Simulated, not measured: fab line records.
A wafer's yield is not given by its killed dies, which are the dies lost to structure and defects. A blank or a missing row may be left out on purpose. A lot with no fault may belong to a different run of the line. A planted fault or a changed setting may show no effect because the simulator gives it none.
Problem report, 8D (eight disciplines) form, completed by code :: flow sky130 :: the parts of the form that need people (team, actions taken, sign-off) are left out

== 1. WHAT WENT WRONG ==
VIA1_W_RS at SKY_VIA1_RS_MEAS_22 reads a mean of 1.189 ohm/sq on 4 wafers of 2 lots; wafers without a fault read 0.425 ohm/sq with a standard deviation of 0.0074. So: +99 or more standard deviations from the usual mean.
The step: measures by four-point-probe.
Seen first at day 37 17:50 on film-metro-01, wafer L961.3. At this step, 30 wafers from 10 lots have a number in the record. By rule, "out" or "out of limits" means more than 4 standard deviations away from the usual mean. All remaining wafers that have a number are taken as sound.

== 2. WHAT THIS IS AND IS NOT ==
question: which readings at this step
is: VIA1_W_RS
is not: -

question: which lots
is: L961, L963
is not: L949, L952, L954, L956, L959, L966, L971, L972

question: which wafers of those lots
is: L961.3, L961.5, L963.3, L963.6
is not: L961.4, L963.4

question: read on which gauges
is: film-metro-01, film-metro-04
is not: film-metro-02

question: when
is: from day 37 17:50
is not: up to then (16 sound wafers); but 10 sound wafers of L963, L966, L971, L972 came after

== 3. SUSPECTS, AND WHAT RULES EACH OUT ==
Counting: any tool at a process step up to the reading remains a suspect provided it ran every lot that is out. Sound lots after the first of them don't rule it out here, since some wafers of a struck lot are sound.
- the gauge at SKY_VIA1_RS_MEAS_22: ruled out. The wafers that are out were read on 2 gauges (film-metro-01, film-metro-04).
- cvd-w-01 at SKY_VIA1_CVD_21 (deposits W, target thk 270 nm, time 80.902 s): kept. It ran every lot that is out, first L961 (day 37 17:44); its last sound lot up to then is L959 (day 37 04:48).
- Within cvd-w-01 at SKY_VIA1_CVD_21, the wafers that are out were processed in chamber 0 and their sound lot-mates in chamber 1.
The count leaves cvd-w-01 at SKY_VIA1_CVD_21.

== 4. THE CAUSE (what the simulator had put in) ==
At SKY_VIA1_CVD_21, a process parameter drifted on cvd-w-01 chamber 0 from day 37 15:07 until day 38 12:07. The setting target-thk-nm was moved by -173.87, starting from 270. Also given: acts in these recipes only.
Only this tool survived the counting.

== 5. THE EFFECT CHAIN, in route order ==
Each row: a reading whose mean over the struck wafers that have a number lies more than 3 standard deviations from the usual. Readings are gone through only where the record gives a usual standard deviation; hours: the median, over the lots, of the time from a lot's start at the first step in this table giving one to that lot's start at this step; sigmas: the change measured in usual standard deviations.
hours: 0
step: SKY_VIA1_RS_MEAS_22
reading: VIA1_W_RS
usual: 0.425 ohm/sq
on struck wafers: 1.189
change: +0.764
sigmas: +99 or more

hours: 0
step: SKY_VIA1_THK_MEAS_23
reading: VIA1_W_THK
usual: 268 nm
on struck wafers: 98
change: -170
sigmas: -38

hours: 0
step: SKY_VIA1_CMP_24
reading: time-to-endpoint-s
usual: 67 s
on struck wafers: 26
change: -42
sigmas: -12
Here are the process steps it includes:
- SKY_VIA1_CMP_24: polishes, stops on SiO2, t overpolish 15 s, target thk 0 nm.

== 6. HOW IT WOULD HAVE BEEN CAUGHT EARLIER ==
In this record the first reading out of limits at a measuring or inspecting step was taken at day 37 17:50, 3 hours after the fault began at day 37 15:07.
An alarm limit of 4 standard deviations would not have fired on the tool readings at SKY_VIA1_CVD_21 for which the record gives a usual standard deviation, since none of them was out on any struck wafer.
Among the 2 lots that are out, L963 began SKY_VIA1_CVD_21 on cvd-w-01 after day 37 17:50. Had the tool been put on hold then, it would have been spared.
